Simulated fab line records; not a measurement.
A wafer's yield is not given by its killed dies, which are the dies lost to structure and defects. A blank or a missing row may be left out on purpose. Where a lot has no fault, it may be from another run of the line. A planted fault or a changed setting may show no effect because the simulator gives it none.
Which of the tools did it? || flow gf180mcu || Sampling: 13 lots, 39 wafers, 6 of 602 route steps

== WHAT THE GAUGES READ, wafer by wafer ==
GF_PSD_CD_MEAS_07: target cd 400 nm. Usual: cd-nm reads 399.4 nm (standard deviation 2.2).
{"lot": "L695", "measured": "day 14 05:23", "on": "cd-sem-01", "cd-nm (nm)": "397.9 397.9 399.4", "flag": ""}
{"lot": "L696", "measured": "day 14 14:38", "on": "cd-sem-02", "cd-nm (nm)": "401.5 402.6 401.1", "flag": ""}
{"lot": "L700", "measured": "day 16 03:34", "on": "cd-sem-02", "cd-nm (nm)": "401.5 397.9 402.0", "flag": ""}
{"lot": "L702", "measured": "day 16 20:18", "on": "cd-sem-02", "cd-nm (nm)": "400.3 402.8 401.7", "flag": ""}
{"lot": "L703", "measured": "day 16 23:22", "on": "cd-sem-02", "cd-nm (nm)": "401.2 400.4 400.4", "flag": ""}
{"lot": "L707", "measured": "day 18 15:43", "on": "cd-sem-02", "cd-nm (nm)": "399.0 398.1 400.9", "flag": ""}
{"lot": "L709", "measured": "day 19 07:47", "on": "cd-sem-02", "cd-nm (nm)": "393.0 395.1 396.6", "flag": ""}
{"lot": "L713", "measured": "day 21 00:28", "on": "cd-sem-02", "cd-nm (nm)": "399.3 400.5 400.8", "flag": ""}
{"lot": "L714", "measured": "day 21 11:37", "on": "cd-sem-02", "cd-nm (nm)": "399.1 396.1 397.2", "flag": ""}
{"lot": "L715", "measured": "day 21 14:14", "on": "cd-sem-01", "cd-nm (nm)": "397.7 396.9 395.6", "flag": ""}
{"lot": "L716", "measured": "day 21 18:08", "on": "cd-sem-02", "cd-nm (nm)": "399.0 399.6 398.8", "flag": ""}
{"lot": "L717", "measured": "day 22 09:10", "on": "cd-sem-02", "cd-nm (nm)": "403.8 403.7 400.0", "flag": ""}
{"lot": "L718", "measured": "day 22 18:59", "on": "cd-sem-02", "cd-nm (nm)": "399.7 396.0 399.1", "flag": ""}

GF_PSD_RS_MEAS_14: a four-point-probe measurement. Usual: NSD_RS gives 46.16 ohm/sq (standard deviation 0.086).
{"lot": "L695", "measured": "day 14 05:59", "on": "film-metro-03", "NSD_RS (ohm/sq)": "46.05 46.13 46.10", "flag": ""}
{"lot": "L696", "measured": "day 14 15:14", "on": "film-metro-02", "NSD_RS (ohm/sq)": "46.10 46.22 46.25", "flag": ""}
{"lot": "L700", "measured": "day 16 04:10", "on": "film-metro-04", "NSD_RS (ohm/sq)": "46.15 46.24 43.63", "flag": "OFF"}
{"lot": "L702", "measured": "day 16 20:54", "on": "film-metro-03", "NSD_RS (ohm/sq)": "46.11 43.75 43.69", "flag": "OFF"}
{"lot": "L703", "measured": "day 16 23:58", "on": "film-metro-04", "NSD_RS (ohm/sq)": "46.18 46.07 46.18", "flag": ""}
{"lot": "L707", "measured": "day 18 16:19", "on": "film-metro-03", "NSD_RS (ohm/sq)": "46.15 46.11 46.07", "flag": ""}
{"lot": "L709", "measured": "day 19 08:23", "on": "film-metro-04", "NSD_RS (ohm/sq)": "46.04 46.02 46.20", "flag": ""}
{"lot": "L713", "measured": "day 21 01:04", "on": "film-metro-04", "NSD_RS (ohm/sq)": "46.17 46.05 46.08", "flag": ""}
{"lot": "L714", "measured": "day 21 12:13", "on": "film-metro-04", "NSD_RS (ohm/sq)": "46.18 46.28 46.21", "flag": ""}
{"lot": "L715", "measured": "day 21 14:50", "on": "film-metro-03", "NSD_RS (ohm/sq)": "46.20 46.15 46.04", "flag": ""}
{"lot": "L716", "measured": "day 21 18:44", "on": "film-metro-02", "NSD_RS (ohm/sq)": "46.11 46.12 46.11", "flag": ""}
{"lot": "L717", "measured": "day 22 09:46", "on": "film-metro-03", "NSD_RS (ohm/sq)": "46.06 46.08 46.05", "flag": ""}
{"lot": "L718", "measured": "day 22 19:35", "on": "film-metro-04", "NSD_RS (ohm/sq)": "46.15 46.10 46.22", "flag": ""}

GF_PSD_RS_MEAS_15: a four-point-probe measurement. Usual: PSD_RS gives 108.6 ohm/sq (standard deviation 0.32).
{"lot": "L695", "measured": "day 14 06:07", "on": "film-metro-03", "PSD_RS (ohm/sq)": "108.6 108.5 108.6", "flag": ""}
{"lot": "L696", "measured": "day 14 15:22", "on": "film-metro-02", "PSD_RS (ohm/sq)": "108.0 108.6 108.1", "flag": ""}
{"lot": "L700", "measured": "day 16 04:17", "on": "film-metro-04", "PSD_RS (ohm/sq)": "108.6 108.3 103.2", "flag": "OFF"}
{"lot": "L702", "measured": "day 16 21:01", "on": "film-metro-03", "PSD_RS (ohm/sq)": "108.5 103.6 103.7", "flag": "OFF"}
{"lot": "L703", "measured": "day 17 00:05", "on": "film-metro-04", "PSD_RS (ohm/sq)": "108.6 108.0 108.6", "flag": ""}
{"lot": "L707", "measured": "day 18 16:26", "on": "film-metro-03", "PSD_RS (ohm/sq)": "108.3 108.3 108.3", "flag": ""}
{"lot": "L709", "measured": "day 19 08:31", "on": "film-metro-04", "PSD_RS (ohm/sq)": "108.5 108.3 108.6", "flag": ""}
{"lot": "L713", "measured": "day 21 01:11", "on": "film-metro-04", "PSD_RS (ohm/sq)": "108.8 108.7 108.3", "flag": ""}
{"lot": "L714", "measured": "day 21 12:20", "on": "film-metro-04", "PSD_RS (ohm/sq)": "108.8 108.9 108.8", "flag": ""}
{"lot": "L715", "measured": "day 21 14:57", "on": "film-metro-03", "PSD_RS (ohm/sq)": "108.5 108.4 108.8", "flag": ""}
{"lot": "L716", "measured": "day 21 18:52", "on": "film-metro-02", "PSD_RS (ohm/sq)": "108.6 108.5 108.6", "flag": ""}
{"lot": "L717", "measured": "day 22 09:53", "on": "film-metro-03", "PSD_RS (ohm/sq)": "108.1 108.3 108.4", "flag": ""}
{"lot": "L718", "measured": "day 22 19:42", "on": "film-metro-04", "PSD_RS (ohm/sq)": "108.4 108.2 108.2", "flag": ""}

GF_SAB_CD_MEAS_09: target cd 420 nm. Usual: cd-nm reads 419.7 nm (standard deviation 2.1).
{"lot": "L695", "measured": "day 15 03:02", "on": "cd-sem-02", "cd-nm (nm)": "415.7 416.6 416.5", "flag": ""}
{"lot": "L696", "measured": "day 15 12:15", "on": "cd-sem-01", "cd-nm (nm)": "420.6 418.9 421.6", "flag": ""}
{"lot": "L700", "measured": "day 17 03:33", "on": "cd-sem-01", "cd-nm (nm)": "419.5 419.1 421.8", "flag": ""}
{"lot": "L702", "measured": "day 17 20:00", "on": "cd-sem-02", "cd-nm (nm)": "420.3 419.9 420.1", "flag": ""}
{"lot": "L703", "measured": "day 17 23:56", "on": "cd-sem-01", "cd-nm (nm)": "423.1 420.8 421.4", "flag": ""}
{"lot": "L707", "measured": "day 19 17:16", "on": "cd-sem-01", "cd-nm (nm)": "419.1 421.6 422.5", "flag": ""}
{"lot": "L709", "measured": "day 20 08:59", "on": "cd-sem-02", "cd-nm (nm)": "420.9 421.6 421.1", "flag": ""}
{"lot": "L713", "measured": "day 22 01:30", "on": "cd-sem-01", "cd-nm (nm)": "417.0 419.1 416.3", "flag": ""}
{"lot": "L714", "measured": "day 22 12:00", "on": "cd-sem-01", "cd-nm (nm)": "423.3 421.1 422.8", "flag": ""}
{"lot": "L715", "measured": "day 22 14:03", "on": "cd-sem-01", "cd-nm (nm)": "419.8 421.7 422.0", "flag": ""}
{"lot": "L716", "measured": "day 22 18:23", "on": "cd-sem-02", "cd-nm (nm)": "418.7 417.9 420.4", "flag": ""}
{"lot": "L717", "measured": "day 23 08:29", "on": "cd-sem-02", "cd-nm (nm)": "420.6 420.1 420.0", "flag": ""}
{"lot": "L718", "measured": "day 23 18:34", "on": "cd-sem-01", "cd-nm (nm)": "421.5 422.2 423.0", "flag": ""}

GF_SAB_OVL_MEAS_10. Usual: SAB_OVL gives 0.9 nm (standard deviation 1.5).
{"lot": "L695", "measured": "day 15 03:08", "on": "overlay-01", "SAB_OVL (nm)": "3.5 0.0 1.0", "flag": ""}
{"lot": "L696", "measured": "day 15 12:20", "on": "overlay-02", "SAB_OVL (nm)": "3.4 2.0 2.4", "flag": ""}
{"lot": "L700", "measured": "day 17 03:40", "on": "overlay-02", "SAB_OVL (nm)": "-1.3 -1.0 -1.4", "flag": ""}
{"lot": "L702", "measured": "day 17 20:07", "on": "overlay-02", "SAB_OVL (nm)": "-0.1 -1.2 -0.4", "flag": ""}
{"lot": "L703", "measured": "day 18 00:02", "on": "overlay-02", "SAB_OVL (nm)": "1.1 0.6 0.4", "flag": ""}
{"lot": "L707", "measured": "day 19 17:23", "on": "overlay-01", "SAB_OVL (nm)": "0.3 -0.9 1.2", "flag": ""}
{"lot": "L709", "measured": "day 20 09:05", "on": "overlay-02", "SAB_OVL (nm)": "0.3 2.4 2.4", "flag": ""}
{"lot": "L713", "measured": "day 22 01:36", "on": "overlay-02", "SAB_OVL (nm)": "1.3 2.2 0.9", "flag": ""}
{"lot": "L714", "measured": "day 22 12:07", "on": "overlay-02", "SAB_OVL (nm)": "-1.4 -0.5 0.6", "flag": ""}
{"lot": "L715", "measured": "day 22 14:10", "on": "overlay-02", "SAB_OVL (nm)": "1.3 2.8 1.5", "flag": ""}
{"lot": "L716", "measured": "day 22 18:29", "on": "overlay-02", "SAB_OVL (nm)": "0.2 -0.5 0.2", "flag": ""}
{"lot": "L717", "measured": "day 23 08:35", "on": "overlay-02", "SAB_OVL (nm)": "2.7 2.6 1.9", "flag": ""}
{"lot": "L718", "measured": "day 23 18:40", "on": "overlay-01", "SAB_OVL (nm)": "1.9 3.0 3.9", "flag": ""}

== WHAT TOOL EACH LOT RAN ON (gives the tool, then ch and the chambers of the sampled wafers, and finally the start) ==
{"lot": "L695", "GF_PSD_RTA_13": "rtp-anneal-02 ch 0, day 14 05:54"}
{"lot": "L696", "GF_PSD_RTA_13": "rtp-anneal-02 ch 0, day 14 15:09"}
{"lot": "L700", "GF_PSD_RTA_13": "rtp-anneal-02 ch 0, day 16 04:05"}
{"lot": "L702", "GF_PSD_RTA_13": "rtp-anneal-02 ch 0, day 16 20:49"}
{"lot": "L703", "GF_PSD_RTA_13": "rtp-anneal-01 ch 0, day 16 23:52"}
{"lot": "L707", "GF_PSD_RTA_13": "rtp-anneal-01 ch 0, day 18 16:14"}
{"lot": "L709", "GF_PSD_RTA_13": "rtp-anneal-01 ch 0, day 19 08:18"}
{"lot": "L713", "GF_PSD_RTA_13": "rtp-anneal-01 ch 0, day 21 00:58"}
{"lot": "L714", "GF_PSD_RTA_13": "rtp-anneal-01 ch 0, day 21 12:08"}
{"lot": "L715", "GF_PSD_RTA_13": "rtp-anneal-02 ch 0, day 21 14:45"}
{"lot": "L716", "GF_PSD_RTA_13": "rtp-anneal-01 ch 0, day 21 18:39"}
{"lot": "L717", "GF_PSD_RTA_13": "rtp-anneal-02 ch 0, day 22 09:41"}
{"lot": "L718", "GF_PSD_RTA_13": "rtp-anneal-02 ch 0, day 22 19:29"}
- GF_PSD_RTA_13: time 20 s.

== AS READ BY THE TOOLS THEMSELVES (means over the sampled wafers that have a number; for cases with no such wafer, the mark the record gives instead) ==
GF_PSD_RTA_13. Usual: lamp-power-pct 30.8 %, standard deviation 2.3; run-length-s 49.0 s, standard deviation 0.62; wafer_temp_C_max 1029.5, standard deviation 0.92.
{"lot": "L695", "tool": "rtp-anneal-02", "lamp-power-pct (%)": 33.2, "run-length-s (s)": 48.9, "wafer_temp_C_max": 1029.0, "flag": ""}
{"lot": "L696", "tool": "rtp-anneal-02", "lamp-power-pct (%)": 33.1, "run-length-s (s)": 48.8, "wafer_temp_C_max": 1027.9, "flag": ""}
{"lot": "L700", "tool": "rtp-anneal-02", "lamp-power-pct (%)": 33.1, "run-length-s (s)": 53.0, "wafer_temp_C_max": 1029.7, "flag": "OFF"}
{"lot": "L702", "tool": "rtp-anneal-02", "lamp-power-pct (%)": 33.1, "run-length-s (s)": 57.4, "wafer_temp_C_max": 1028.8, "flag": "OFF"}
{"lot": "L703", "tool": "rtp-anneal-01", "lamp-power-pct (%)": 28.5, "run-length-s (s)": 48.6, "wafer_temp_C_max": 1029.9, "flag": ""}
{"lot": "L707", "tool": "rtp-anneal-01", "lamp-power-pct (%)": 28.5, "run-length-s (s)": 48.6, "wafer_temp_C_max": 1030.0, "flag": ""}
{"lot": "L709", "tool": "rtp-anneal-01", "lamp-power-pct (%)": 28.5, "run-length-s (s)": 48.5, "wafer_temp_C_max": 1029.8, "flag": ""}
{"lot": "L713", "tool": "rtp-anneal-01", "lamp-power-pct (%)": 28.5, "run-length-s (s)": 48.7, "wafer_temp_C_max": 1029.4, "flag": ""}
{"lot": "L714", "tool": "rtp-anneal-01", "lamp-power-pct (%)": 28.5, "run-length-s (s)": 48.7, "wafer_temp_C_max": 1031.1, "flag": ""}
{"lot": "L715", "tool": "rtp-anneal-02", "lamp-power-pct (%)": 33.1, "run-length-s (s)": 49.2, "wafer_temp_C_max": 1029.3, "flag": ""}
{"lot": "L716", "tool": "rtp-anneal-01", "lamp-power-pct (%)": 28.5, "run-length-s (s)": 48.6, "wafer_temp_C_max": 1029.0, "flag": ""}
{"lot": "L717", "tool": "rtp-anneal-02", "lamp-power-pct (%)": 33.1, "run-length-s (s)": 48.9, "wafer_temp_C_max": 1029.1, "flag": ""}
{"lot": "L718", "tool": "rtp-anneal-02", "lamp-power-pct (%)": 33.1, "run-length-s (s)": 49.0, "wafer_temp_C_max": 1029.2, "flag": ""}

== THE ANSWER, worked out from the rows above alone ==
Rule: take the mean of a lot's wafers that have a number; if it is more than 3 standard deviations from the usual mean, the lot is off. A lot without any number at a reading at which 4 lots or more have one is off too. The other lots that the step has rows for count as sound. The gauges are gone through in route order, then the tools' own readings, and for those a lot's mean is taken as printed above. At the first step where some lot is off, the reading lying furthest off is the one used; lots without a number count as furthest.
Off: L700, L702, at GF_PSD_RS_MEAS_14 (NSD_RS).
If a tool, at a process step before that reading, ran all the lots that are off and no sound lot after the first of them, it fits. Not tried: the gauges at GF_PSD_RS_MEAS_14; whatever is off there is also off at GF_PSD_RTA_13, on other tools, and gauge error can't account for it. Of those tried, none fits.

== WHAT HAD BEEN PUT IN BY THE SIMULATOR ==
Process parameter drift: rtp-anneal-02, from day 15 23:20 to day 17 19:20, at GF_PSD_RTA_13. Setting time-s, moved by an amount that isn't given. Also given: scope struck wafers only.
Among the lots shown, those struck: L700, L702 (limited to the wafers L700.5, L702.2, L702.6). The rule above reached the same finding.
